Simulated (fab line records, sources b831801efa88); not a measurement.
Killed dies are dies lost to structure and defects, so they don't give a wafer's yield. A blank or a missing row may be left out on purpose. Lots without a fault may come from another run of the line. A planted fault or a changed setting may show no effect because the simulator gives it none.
fab line records | flow sky130
record lots=11 wafers=33 last_day=50
route steps=708 shown NWELL@64 LDD_HVN@276 LI_CONTACT@376 METAL1@434
lots that met no fault: from a run of the same line without faults
start_h: hours from the record's first day to the start of the lot's first wafer shown | wait_h: hours since the lot's step before | " the same as in the row above | L1.1+2: a row that stands for several wafers | - no value, or no start given | * or withheld: withheld | < > ~ a bound
route shown NAME@n: a module of which the file shows steps, and the number in the route of the first | usual: mean/standard deviation of fault-free wafers | same: alike in all rows | chamber/n: place in a boat | sites: the reading at each site | _std_site: their standard deviation | _edge_site: outer sites' mean less inner sites' | radius_mm: how far each site lies from the wafer's centre | mask NAME#n: copy n | behind: the tool/chamber that last shaped the wafer | hold: why the lot was held/for how many hours/how that ended | device: the transistor (n, p or np) that didn't switch | end of line: the same wafers' tests at the end of the route | a step without rows: its recipe alone | killed: dies lost to structure and defects at the first sort, not the wafer's yield | map: a wafer's dies, x killed, . not, _ none there
set.NAME: the setting as run; set.NAME@STEP: as run at that earlier step | model.NAME: the simulator's own value behind a step, which no gauge read
steps of the route over a sample of lots; a table a step, a row a wafer
services: from which hour (start_h, from the record's first day; less than 0 if before it) a tool's chamber was out of use, for how many hours, and why
## steps
# step SKY_NWELL_IMPLANT_11
# recipe species=P energy_kev=400 dose_cm2=1.9e+13 tilt_deg=withheld
# usual beam_energy_keV=400.02/0.13
# columns lot.wafer tool chamber start_h wait_h beam_energy_keV
L427.1 implanter-04 0 83.96 0.0 399.93
L427.5 " 0 " " 400.04
L427.6 " 0 " " 400.06
L431.2 implanter-03 0 108.85 0.0 400.01
L431.3 " 0 " " 399.88
L431.5 " 0 " " 399.97
L433.1 implanter-04 0 120.51 0.0 399.85
L433.2 " 0 " " 399.95
L433.6 " 0 " " 399.82
L436.1 implanter-04 0 134.14 0.0 379.73
L436.2 " 0 " " 379.78
L436.4 " 0 " " 379.71
L438.2 implanter-04 0 146.84 0.0 379.50
L438.4 " 0 " " 379.66
L438.5 " 0 " " 379.58
L439.2 implanter-02 0 155.84 0.0 400.16
L439.3 " 0 " " 400.01
L439.5 " 0 " " 399.86
L445.1 implanter-02 0 190.56 0.0 399.81
L445.2 " 0 " " 399.94
L445.4 " 0 " " 399.92
L446.2 implanter-02 0 202.54 0.0 400.14
L446.4 " 0 " " 400.13
L446.6 " 0 " " 400.09
L448.3 implanter-03 0 209.88 0.1 400.00
L448.5 " 0 " " 400.19
L448.6 " 0 " " 400.10
L449.3 implanter-02 0 216.89 0.1 399.96
L449.4 " 0 " " 400.11
L449.5 " 0 " " 400.03
L450.1 implanter-03 0 221.19 0.0 399.96
L450.2 " 0 " " 399.85
L450.6 " 0 " " 400.01
# step SKY_NWELL_RS_MEAS_29
# recipe thk_meas_gauge=four-point-probe
# usual NWELL_RS=625.1/1.7
# columns lot.wafer tool chamber start_h wait_h NWELL_RS[ohm/sq]
L427.1 film_metro-02 - 102.94 0.1 623.9
L427.5 " - " " 624.2
L427.6 " - " " 623.1
L431.2 film_metro-02 - 126.44 0.2 626.1
L431.3 " - " " 626.3
L431.5 " - " " 624.2
L433.1 film_metro-03 - 139.65 0.1 626.5
L433.2 " - " " 624.4
L433.6 " - " " 623.8
L436.1 film_metro-01 - 154.54 0.1 635.9
L436.2 " - " " 637.2
L436.4 " - " " 636.7
L438.2 film_metro-03 - 167.53 0.1 632.1
L438.4 " - " " 632.9
L438.5 " - " " 632.9
L439.2 film_metro-03 - 176.94 0.1 624.8
L439.3 " - " " 627.1
L439.5 " - " " 626.5
L445.1 film_metro-01 - 212.76 0.1 627.2
L445.2 " - " " 625.4
L445.4 " - " " 625.7
L446.2 film_metro-03 - 225.09 0.1 625.0
L446.4 " - " " 623.3
L446.6 " - " " 625.0
L448.3 film_metro-01 - 231.58 0.1 628.4
L448.5 " - " " 626.1
L448.6 " - " " 625.6
L449.3 film_metro-01 - 239.56 0.1 626.4
L449.4 " - " " 626.2
L449.5 " - " " 627.8
L450.1 film_metro-03 - 244.24 0.1 622.2
L450.2 " - " " 621.9
L450.6 " - " " 621.9
# step SKY_LDD_HVN_STRIP_09
# recipe chemistry=O2/N2 power_w=1400 pressure_mtorr=1500 platen_temp_c=withheld o2_flow_sccm=3000 n2_flow_sccm=300 overash_fraction=0.5
# usual chamber_pressure_mTorr=1500.0/1.3 drypump_motor_current_A=5.6/0.62 oes_product_au=0.409/0.004 strip_time_to_endpoint_s=4.142/0.018
# columns lot.wafer tool chamber start_h wait_h chamber_pressure_mTorr drypump_motor_current_A oes_product_au rf_hours_counter_h strip_time_to_endpoint_s
L427.1 plasma_asher-04 1 461.07 0.1 1500.6 5.8 0.413 34 4.137
L427.5 " 0 " " 1501.1 5.6 0.413 - 4.150
L427.6 " 1 " " 1500.6 5.8 0.411 - 4.157
L431.2 plasma_asher-04 1 489.52 0.1 1500.5 5.8 0.418 37 4.163
L431.3 " 0 " " 1499.2 5.6 0.405 - 4.136
L431.5 " 1 " " 1501.9 5.9 0.415 - 4.134
L433.1 plasma_asher-03 0 518.30 0.1 1500.7 6.3 0.405 8 4.111
L433.2 " 1 " " 1499.4 4.9 0.408 8 4.119
L433.6 " 0 " " 1498.1 6.3 0.405 - 4.117
L436.1 plasma_asher-02 1 539.71 0.1 1498.0 4.9 0.404 85 4.107
L436.2 " 0 " " 1499.5 6.4 0.408 85 4.118
L436.4 " 0 " " 1501.9 6.4 0.404 - 4.107
L438.2 plasma_asher-02 0 556.82 0.1 1499.5 6.4 0.415 87 4.145
L438.4 " 1 " " 1500.3 4.9 0.404 - 4.142
L438.5 " 0 " " 1499.9 6.4 0.409 - 4.152
L439.2 plasma_asher-02 1 569.36 0.1 1497.7 4.9 0.410 88 4.159
L439.3 " 1 " " 1499.2 4.9 0.405 - 4.140
L439.5 " 0 " " 1497.9 6.4 0.407 - 4.134
L445.1 plasma_asher-02 0 615.62 0.1 1502.4 6.4 0.412 93 4.152
L445.2 " 1 " " 1499.0 4.9 0.408 93 4.183
L445.4 " 1 " " 1499.9 4.9 0.409 - 4.158
L446.2 plasma_asher-04 0 633.11 0.1 1500.3 5.6 0.410 49 4.155
L446.4 " 0 " " 1498.9 5.6 0.400 - 4.130
L446.6 " 0 " " 1499.6 5.6 0.413 - 4.123
L448.3 plasma_asher-04 1 641.21 0.1 1500.5 5.8 0.407 - 4.124
L448.5 " 1 " " 1499.4 5.8 0.407 - 4.158
L448.6 " 0 " " 1498.0 5.6 0.411 - 4.147
L449.3 plasma_asher-02 1 648.83 0.1 1500.0 4.9 0.404 - 4.130
L449.4 " 0 " " 1498.5 6.4 0.417 - 4.147
L449.5 " 0 " " 1500.1 6.4 0.408 - 4.141
L450.1 plasma_asher-04 0 653.75 0.1 1498.0 5.6 0.407 51 4.157
L450.2 " 1 " " 1499.6 5.8 0.413 51 4.149
L450.6 " 1 " " 1498.0 5.8 0.406 - 4.161
# step SKY_LI_CONTACT_ETCH_14
# recipe chemistry=N2/H2 target=BARC ion_energy_ev=200 source_w=500 bias_w=100 pressure_mtorr=30 n2_flow_sccm=100 h2_flow_sccm=200 stop_on=SiO2 time_s=45.9 target_depth_a=600
# usual chamber_pressure_mTorr=29.999/0.029 drypump_motor_current_A=5.9/0.53 oes_product_au=0.855/0.0049 throttle_valve_pct=13.225/0.0089
# columns lot.wafer tool chamber start_h wait_h chamber_pressure_mTorr drypump_motor_current_A oes_product_au rf_hours_counter_h throttle_valve_pct
L427.1 rie_diel-02 1 671.83 0.0 30.013 5.9 0.852 11 13.219
L427.5 " 1 " " 29.997 5.9 0.862 - 13.212
L427.6 " 2 " " 29.972 6.7 0.854 - 13.223
L431.2 rie_diel-02 1 698.43 0.0 29.958 5.9 0.858 12 13.217
L431.3 " 3 " " 30.039 6.4 0.868 20 13.223
L431.5 " 1 " " 30.054 5.9 0.854 - 13.224
L433.1 rie_diel-02 1 724.51 0.0 29.995 5.9 0.845 13 13.212
L433.2 " 3 " " 29.988 6.4 0.850 21 13.218
L433.6 " 2 " " 29.986 6.7 0.854 - 13.225
L436.1 rie_diel-03 1 745.09 0.0 30.013 5.6 0.851 12 13.226
L436.2 " 0 " " 29.927 5.3 0.854 7 13.234
L436.4 " 1 " " 29.981 5.6 0.854 - 13.234
L438.2 rie_diel-03 2 758.79 0.0 30.011 6.0 0.862 38 13.215
L438.4 " 2 " " 29.977 6.1 0.851 - 13.232
L438.5 " 0 " " 29.972 5.3 0.847 - 13.223
L439.2 rie_diel-02 2 768.53 0.0 30.042 6.7 0.856 15 13.224
L439.3 " 1 " " 29.993 5.9 0.858 14 13.227
L439.5 " 2 " " 30.030 6.7 0.853 - 13.229
L445.1 rie_diel-02 2 816.56 0.0 30.015 6.7 0.864 17 13.227
L445.2 " 1 " " 29.980 5.9 0.856 16 13.238
L445.4 " 3 " " 29.998 6.4 0.858 - 13.232
L446.2 rie_diel-02 1 829.41 0.0 30.022 5.9 0.869 16 13.203
L446.4 " 3 " " 30.005 6.4 0.858 24 13.231
L446.6 " 0 " " 29.966 6.1 0.861 - 13.219
L448.3 rie_diel-03 1 837.26 0.0 29.994 5.6 0.855 14 13.218
L448.5 " 2 " " 30.016 6.1 0.859 - 13.241
L448.6 " 1 " " 30.063 5.6 0.861 - 13.219
L449.3 rie_diel-01 1 843.09 0.0 30.004 6.1 0.855 7 13.225
L449.4 " 3 " " 29.970 5.0 0.848 - 13.235
L449.5 " 1 " " 29.971 6.1 0.853 - 13.238
L450.1 rie_diel-03 3 845.91 0.0 29.985 5.0 0.856 4 13.240
L450.2 " 0 " " 30.005 5.3 0.851 10 13.235
L450.6 " 2 " " 29.942 6.0 0.856 - 13.234
# step SKY_METAL1_SPUTTER_00
# recipe material=Ti target_thk_nm=15 power_w=3000 time_s=10 chamber_pressure_pa=0.4
# usual throttle_valve_pct=29.9/1.2
# columns lot.wafer tool chamber start_h wait_h throttle_valve_pct
L427.1 pvd_sputter-04 - 730.95 0.2 30.9
L427.5 " - " " 31.7
L427.6 " - " " 29.0
L431.2 pvd_sputter-03 - 758.14 0.1 29.6
L431.3 " - " " 29.8
L431.5 " - " " 29.8
L433.1 pvd_sputter-04 - 782.38 0.2 28.7
L433.2 " - " " 30.7
L433.6 " - " " 28.8
L436.1 pvd_sputter-01 - 803.79 0.1 32.1
L436.2 " - " " 30.5
L436.4 " - " " 31.0
L438.2 pvd_sputter-01 - 816.01 0.2 31.0
L438.4 " - " " 28.7
L438.5 " - " " 30.2
L439.2 pvd_sputter-03 - 825.13 0.2 28.8
L439.3 " - " " 29.4
L439.5 " - " " 30.0
L445.1 pvd_sputter-03 - 873.17 0.1 29.0
L445.2 " - " " 30.3
L445.4 " - " " 30.2
L446.2 pvd_sputter-04 - 884.27 0.2 28.3
L446.4 " - " " 30.7
L446.6 " - " " 28.7
L448.3 pvd_sputter-04 - 892.76 0.1 28.8
L448.5 " - " " 28.8
L448.6 " - " " 31.6
L449.3 pvd_sputter-04 - 899.74 0.2 31.8
L449.4 " - " " 28.6
L449.5 " - " " 30.6
L450.1 pvd_sputter-04 - 901.66 0.2 28.8
L450.2 " - " " 28.5
L450.6 " - " " 31.7
## services
# columns tool chamber start_h hours kind
rie_diel-02 - 82.18 0.1 repair
rie_diel-02 3 99.55 10.3 repair
plasma_asher-04 - 108.75 9.0 pm
plasma_asher-04 - 141.71 4.5 repair
plasma_asher-02 - 155.94 14.6 pm
rie_diel-02 2 179.84 7.0 repair
plasma_asher-04 - 195.30 4.3 repair
rie_diel-02 - 249.38 3.1 repair
plasma_asher-04 - 309.93 2.8 pm
rie_diel-02 2 412.46 8.1 repair
rie_diel-02 3 436.49 1.3 repair
rie_diel-02 2 452.76 2.2 repair
rie_diel-02 3 570.61 2.5 repair
rie_diel-02 1 606.48 15.5 repair
pvd_sputter-04 - 632.24 4.5 repair
pvd_sputter-04 - 647.13 1.9 repair
rie_diel-02 3 652.25 31.3 repair
rie_diel-02 - 670.35 0.5 repair
rie_diel-02 - 673.76 2.2 repair
rie_diel-02 0 688.76 24.9 repair
pvd_sputter-04 - 744.67 6.1 repair
rie_diel-02 1 835.82 3.7 repair
rie_diel-02 0 863.02 5.0 repair
rie_diel-02 2 899.14 16.7 repair
## key
first_sign step=SKY_NWELL_IMPLANT_11 reading=beam_energy_keV direction=down sigmas=99+ usual=* struck=*
effect step=SKY_NWELL_RS_MEAS_29 reading=NWELL_RS direction=up sigmas=5.5 usual=625.1 struck=634.6
met_at SKY_NWELL_IMPLANT_11
struck_lots L436,L438
tester_left_out L436,L438
not_acting_at SKY_LDD_HVN_STRIP_09,SKY_LI_CONTACT_ETCH_14,SKY_METAL1_SPUTTER_00
onset_between 120.51 134.14
fault kind=process_parameter_drift tool=implanter-04 chamber=- onset_h=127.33 steps=SKY_NWELL_IMPLANT_11 channel=energy_kev offset=* shape=step end_h=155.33 acts_in=* stated=*
# tester_left_out: of these lots the tester's yield and bins aren't shown, on N5 and GAA mostly nor the transistor test; their killed dies are dies lost to structure and defects alone, not to doping, threshold or leakage, so they don't give the yield
